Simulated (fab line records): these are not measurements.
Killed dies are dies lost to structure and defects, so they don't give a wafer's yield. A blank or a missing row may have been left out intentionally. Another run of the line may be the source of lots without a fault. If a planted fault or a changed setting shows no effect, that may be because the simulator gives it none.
A lot that was struck, set against a sound lot :: flow gf180mcu :: 15 steps out of a route of 602
Sound: the wafers L307.3, L307.5, L307.6. Wafers struck: L319.1, L319.2, L319.5. At the end, the cause is stated.
Each step with rows lists, per side, the tool, then ch with its chambers, then its first start. Under that, the readings that differ: sound wafers :: struck wafers :: difference of the means :: sigmas: that difference in standard deviations of wafers without a fault.
alike: same words and numbers on both sides, and readings whose means sit less than 2 such deviations apart. not compared: any withheld reading, any reading some wafer has no value for, any bound like >300 that may hide the same value, and any number with overlapping values for which the record gives no deviation.
A row with sigmas, a row that says differs or no value, or rows on one side alone: a step with any of these is where the two part. When numbers do not overlap yet have no deviation, they are printed without sigmas and do not part them. A reading that every wafer of one side lacks parts them only if that side has two wafers or more.

first, 2 steps without rows for these wafers: GF_CONTACT_PEB_12 (peb time 90 s); GF_CONTACT_DEVELOP_13 (develop time 60 s).
GF_CONTACT_CD_MEAS_14 targets a cd of 220 nm.
  sound on cd-sem-02, day 18 09:10; struck on cd-sem-01, day 22 17:47
  alike: cd-nm
GF_CONTACT_OVL_MEAS_15:
  sound on overlay-01, day 18 09:16; struck on overlay-01, day 22 17:54
  alike: CONTACT_OVL
GF_CONTACT_ETCH_16: etches BARC in N2/H2.
  sound on rie-diel-03 ch 0,3, day 18 09:17; struck on rie-diel-03 ch 0,2, day 22 17:56
  alike: drypump-motor-current-A, oes-product-au, throttle-valve-pct
GF_CONTACT_ETCH_17: etches SiO2 in C4F8/O2/Ar, stops on CoSi2, target depth 860 nm.
  sound: rie-diel-03 ch 0,3; struck: rie-diel-03 ch 0,2
  alike: oes-product-au
GF_CONTACT_STRIP_18: strips in O2/N2.
  sound on plasma-asher-04 ch 0,1, day 18 09:29; struck on plasma-asher-03 ch 0,1, day 22 18:06
reading: drypump-motor-current-A (A)
sound: 6.6 6.6 6.6
struck: 5.9 5.4 5.9
difference: -0.9
sigmas: -2
  alike: heater-power-w, oes-product-au
  not compared: rf-hours-counter-h
then, 3 steps without rows for these wafers: GF_CONTACT_CLEAN_19 (cleans in SPM); GF_CONTACT_CLEAN_20 (cleans in DIW); GF_CONTACT_CLEAN_21 (cleans in dHF, time 20 s).
GF_CONTACT_SPUTTER_22: material Ti, target thk 15 nm, time 80.02 s.
  sound on pvd-sputter-03, day 18 09:52; struck on pvd-sputter-01, day 22 18:24
  alike: chamber-pressure-pa, throttle-valve-pct
GF_CONTACT_SPUTTER_23: material TiN, target thk 10 nm, time 40 s.
  sound on pvd-sputter-03, day 18 09:55; struck on pvd-sputter-01, day 22 18:28
  alike: chamber-pressure-pa, throttle-valve-pct
GF_CONTACT_CVD_24: deposits W, target thk 300 nm, time 90.339 s.
  sound on cvd-w-01 ch 0,1, day 18 09:59; struck on cvd-w-01 ch 0,1, day 22 18:30
  alike: heater-power-w
  not compared: model.W_of_CONTACT_CVD_24.thk-nm
GF_CONTACT_RS_MEAS_25: uses a four-point probe to measure.
  sound on film-metro-04, day 18 10:06; struck on film-metro-02, day 22 18:36
  alike: CONTACT_W_RS
GF_PASSIVATION_PROBE_99:
  the record has rows for the sound wafers here (prober-01, day 30 20:49) and none for the struck ones

== WHERE THEY PART ==
At GF_CONTACT_STRIP_18 first; at GF_PASSIVATION_PROBE_99 last (within this record only).

WHY: the cause the simulator had injected
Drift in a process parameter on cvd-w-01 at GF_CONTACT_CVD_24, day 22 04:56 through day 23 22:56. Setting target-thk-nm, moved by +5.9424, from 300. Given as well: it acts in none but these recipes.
